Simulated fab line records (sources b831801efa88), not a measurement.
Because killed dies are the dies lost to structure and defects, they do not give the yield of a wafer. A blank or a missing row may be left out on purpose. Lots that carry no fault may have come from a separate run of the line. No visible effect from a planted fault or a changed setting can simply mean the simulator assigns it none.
Which tool did it? | flow gf180mcu | Sampling: 7 lots, 21 wafers, 2 of 602 route steps

## WHAT THE GAUGES READ, wafer by wafer
GF_CONTACT_BOW_MEAS_05.
lot  | measured     | on           | CONTACT_BOW (um)
L786 | day 15 12:50 | filmMetro-03 | 67 65 67
L790 | day 18 00:34 | filmMetro-04 | 59 76 58
L795 | day 19 12:12 | filmMetro-04 | 74 51 53
L798 | day 20 08:58 | filmMetro-01 | 65 53 78
L800 | day 21 06:12 | filmMetro-03 | 58 56 62
L804 | day 22 12:35 | filmMetro-03 | 66 71 68
L806 | day 22 23:25 | filmMetro-03 | 69 51 58

## WHAT TOOL EACH LOT RAN ON (gives the tool, then ch and the chambers of the sampled wafers, and finally the start)
lot  | GF_SAB_CVD_00
L786 | pecvd-01 ch 0,1, day 14 13:55
L790 | pecvd-01 ch 0,1,2, day 17 00:53
L795 | pecvd-01 ch 0,1, day 18 11:07
L798 | pecvd-02 ch 0,2, day 19 07:28
L800 | pecvd-01 ch 0,2, day 20 04:38
L804 | pecvd-04 ch 1,2, day 21 11:10
L806 | pecvd-04 ch 0,1,2, day 21 22:36
- GF_SAB_CVD_00: deposits SiO2 from TEOS, target thk 50 nm, time 4.9302 s.

## THE ANSWER, worked out from the rows above alone
Rule: the usual values come from the lots themselves. Put in order of their means at a reading, lots are off if they are a third of the lots or fewer, leave a main group of 4 or more, and stand apart from it by a gap of 3 or more times the standard deviation of the main group's means; of several such gaps the widest counts. A main group is skipped when, at the precision printed for the reading in the tables above, its means are all equal. A lot without any number at a reading at which 4 lots or more have one is off too. The other lots that the step has rows for count as sound.
Across all readings shown, no lot is off: no conclusion can be drawn from this.

## WHAT THE SIMULATOR PUT IN
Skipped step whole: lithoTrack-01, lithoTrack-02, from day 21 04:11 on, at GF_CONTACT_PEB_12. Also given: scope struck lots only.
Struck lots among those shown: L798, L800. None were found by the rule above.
